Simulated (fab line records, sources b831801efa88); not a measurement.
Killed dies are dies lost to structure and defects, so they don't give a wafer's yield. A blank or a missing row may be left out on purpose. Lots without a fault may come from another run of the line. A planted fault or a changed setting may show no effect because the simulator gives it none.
A struck lot beside a sound one | flow sky130 | 17 steps out of a route of 708
Sound: wafers L103.2, L103.3, L103.5. Struck: wafers L118.2, L118.4, L118.6. The cause comes at the end.
At each step with rows: each side's tool, then ch and its chambers, then its first start. Under that, the readings that differ: sound wafers | struck wafers | difference of the means | sigmas: that difference in standard deviations of wafers without a fault.
alike: readings whose means differ by less than 2 such deviations, and words and numbers that are the same on both sides. not compared: withheld readings, readings that some wafer has no value for, bounds like >300 that may hide the same value, and numbers for which the record gives no deviation and whose values overlap.
The two part at a step that has a row with sigmas, a row that says differs or no value, or rows on one side only. Numbers that don't overlap but have no deviation are shown without sigmas and don't part them. A reading that every wafer of one side lacks parts them only if that side has two wafers or more.

first, 5 steps without rows for these wafers: SKY_SD_N_COAT_02 (resist thk 1140 nm); SKY_SD_N_SOFTBAKE_03 (time 60 s); SKY_SD_N_EXPOSE_04 (exposes mask NSDM, target cd 380 nm); SKY_SD_N_PEB_05; SKY_SD_N_DEVELOP_06 (develop time 60 s).
SKY_SD_N_CD_MEAS_07: target cd 380 nm.
  sound on cd_sem-02, day 28 12:20; struck on cd_sem-02, day 33 11:50
  alike: cd_nm
SKY_SD_N_OVL_MEAS_08:
  sound on overlay-01, day 28 12:26; struck on overlay-01, day 33 11:57
  alike: SD_N_OVL
then, 2 steps without rows for these wafers: SKY_SD_N_IMPLANT_09; SKY_SD_N_IMPLANT_10.
SKY_SD_N_STRIP_11: strips in O2/N2.
  sound on plasma_asher-02 ch 0,1, day 28 12:46; struck on plasma_asher-01 ch 0,1, day 33 12:17
  alike: drypump_motor_current_A, oes_product_au, strip_time_to_endpoint_s
  not compared: rf_hours_counter_h
SKY_SD_N_TW_MEAS_12:
  sound on film_metro-03, day 28 12:53; struck on film_metro-03, day 33 12:23
  alike: SD_N_TW
then, 1 step without rows for these wafers: SKY_SD_N_CLEAN_13 (cleans in SC1/SC2, time 150 s).
SKY_SD_N_RTA_14: time 2 s.
  sound on rtp_anneal-02 ch 0, day 28 12:59; struck on rtp_anneal-02 ch 0, day 33 12:29
  reading          | sound                | struck               | difference | sigmas
  wafer_temp_C_max | 1079.2 1078.1 1077.5 | 1083.6 1083.5 1084.6 | +5.6       | +5
  alike: lamp_power_pct
SKY_SD_N_RS_MEAS_16: measures by four-point-probe.
  sound on film_metro-03, day 28 13:11; struck on film_metro-04, day 33 12:41
  reading          | sound             | struck            | difference | sigmas
  SD_N_RS (ohm/sq) | 68.57 68.69 68.57 | 67.67 67.61 67.88 | -0.89      | -5
SKY_SD_N_RS_MEAS_17: measures by four-point-probe.
  sound on film_metro-03, day 28 13:18; struck on film_metro-04, day 33 12:48
  reading          | sound             | struck            | difference | sigmas
  SD_P_RS (ohm/sq) | 147.3 147.3 147.3 | 142.1 142.0 142.7 | -5.0       | -11
SKY_SD_N_RS_MEAS_18: measures by four-point-probe.
  sound on film_metro-03, day 28 13:25; struck on film_metro-04, day 33 12:55
  alike: RES_XHIGH_RS
-- the record jumps here: 16 days lie between the struck wafers' starts before and after (it left off in module SD_N and takes up again in module PAD_OPEN, whose first step shown is number 708 of the route) --
SKY_PAD_OPEN_PROBE_99:
  sound on prober-01, day 46 02:40; struck on prober-01, day 49 19:25
  reading                            | sound             | struck            | difference | sigmas
  model.etest.res_xhigh_po.rs_ohm_sq | 1945 1963 2052    | 1910 1913 1922    | -72        |
  model.etest.res_pdiff.line_ohm_um  | 1404 1426 1375    | 1327 1314 1324    | -80        |
  model.etest.licon_high_po.rc_ohm   | 339.1 355.1 364.2 | 328.1 323.1 328.8 | -26.1      |
  model.etest.res_high_po.rs_ohm_sq  | 254.6 258.1 264.9 | 251.2 250.2 253.3 | -7.6       |
  model.etest.res_pdiff_hv.rs_ohm_sq | 190.8 188.6 190.6 | 184.5 186.1 185.9 | -4.5       |
  model.etest.res_pdiff.rs_ohm_sq    | 197.6 198.2 197.6 | 189.9 191.7 190.9 | -7.0       |
  alike: killed_at_M0_to_M3, killed_at_M4_up, killed_at_contacts, killed_at_front_end, killed_at_other, killed_dies, killed_open, killed_short
  not compared: model.etest.res_xhigh_po.line_ohm_um, model.etest.res_high_po.line_ohm_um

WHERE THEY PART
First at SKY_SD_N_RTA_14; last, within this record, at SKY_SD_N_RS_MEAS_17. Later steps at which nothing parts them and some readings are alike: SKY_SD_N_RS_MEAS_18, SKY_PAD_OPEN_PROBE_99.

WHY: what the simulator had put in
Process parameter drift: rtp_anneal-02, from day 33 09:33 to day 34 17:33, at SKY_SD_N_RTA_14. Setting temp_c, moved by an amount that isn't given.
